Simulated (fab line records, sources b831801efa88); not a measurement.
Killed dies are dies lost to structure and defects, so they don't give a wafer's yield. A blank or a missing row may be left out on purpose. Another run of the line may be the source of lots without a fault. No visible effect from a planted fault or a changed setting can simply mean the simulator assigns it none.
A single fault, viewed from 2 desks | flow sky130 | each desk has only its own numbers; what lay behind them comes last

## DESK OF THE TOOL OWNER: rie-diel-04
The tool's own readings at SKY_VIA1_ETCH_14 (etches BARC in N2/H2, stops on SiO2, time 45.9 s, target depth 60 nm): means of the sampled wafers that have a number, for each lot that ran on this tool. A lot is out of limits, marked OUT, if its mean lies more than 4 standard deviations from the usual mean; the brackets give that distance.
Columns: A = bias-w at SKY_VIA1_ETCH_14, usual 99.95 W; B = drypump-motor-current-A at SKY_VIA1_ETCH_14, usual 5.9 A; C = oes-product-au at SKY_VIA1_ETCH_14, usual 0.854 a.u.; D = throttle-valve-pct at SKY_VIA1_ETCH_14, usual 13.225 %
lot  | first seen here | A               | B   | C     | D
L619 | day 35 21:00    | 92.23 (-26) OUT | 5.8 | 0.855 | 13.223
L629 | day 39 05:44    | 99.82           | 6.0 | 0.859 | 13.224
This desk's finding: out of limits on L619; first on L619, day 35 21:00 (bias-w at SKY_VIA1_ETCH_14). In limits: L629.

## AT THE METROLOGY DESK
Lot by lot, what the gauges showed, no matter which tool ran the lot: averages of those sampled wafers that carry a number. A lot is out of limits, marked OUT, if its mean lies more than 4 standard deviations from the usual mean; the brackets give that distance.
Columns: A = VIA1_BOW at SKY_VIA1_BOW_MEAS_03, usual 79 um; B = cd-nm at SKY_VIA1_CD_MEAS_12, usual 149.7 nm; C = VIA1_OVL at SKY_VIA1_OVL_MEAS_13, usual -1 nm
lot  | first seen here | A  | B     | C
L619 | day 34 18:36    | 80 | 150.2 | -2
L628 | day 37 17:38    | 73 | 150.0 | -1
L629 | day 38 04:11    | 80 | 149.3 | 3
L633 | day 39 05:02    | 77 | 149.9 | -5
L636 | day 40 03:13    | 75 | 148.1 | 6
This desk's verdict: no lot among the 5 shows anything out of limits.

## ALL TOGETHER
An alarm could have come from the tool owner's desk at day 35 21:00, on L619.
At the metrology desk, nothing out of limits was observed.
The metrology desk holds a record of L619, inside its limits.
The lots listed all ran SKY_VIA1_ETCH_14 on rie-diel-04.

## WHAT HAD BEEN PUT IN BY THE SIMULATOR
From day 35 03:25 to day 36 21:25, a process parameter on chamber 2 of rie-diel-04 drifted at SKY_VIA1_ETCH_14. Setting bias-w, moved by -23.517, from 100. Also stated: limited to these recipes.
Struck lots among those shown: L619.
Delay in hours, fault start to first out-of-limits reading, by desk: the tool owner's desk at 18.
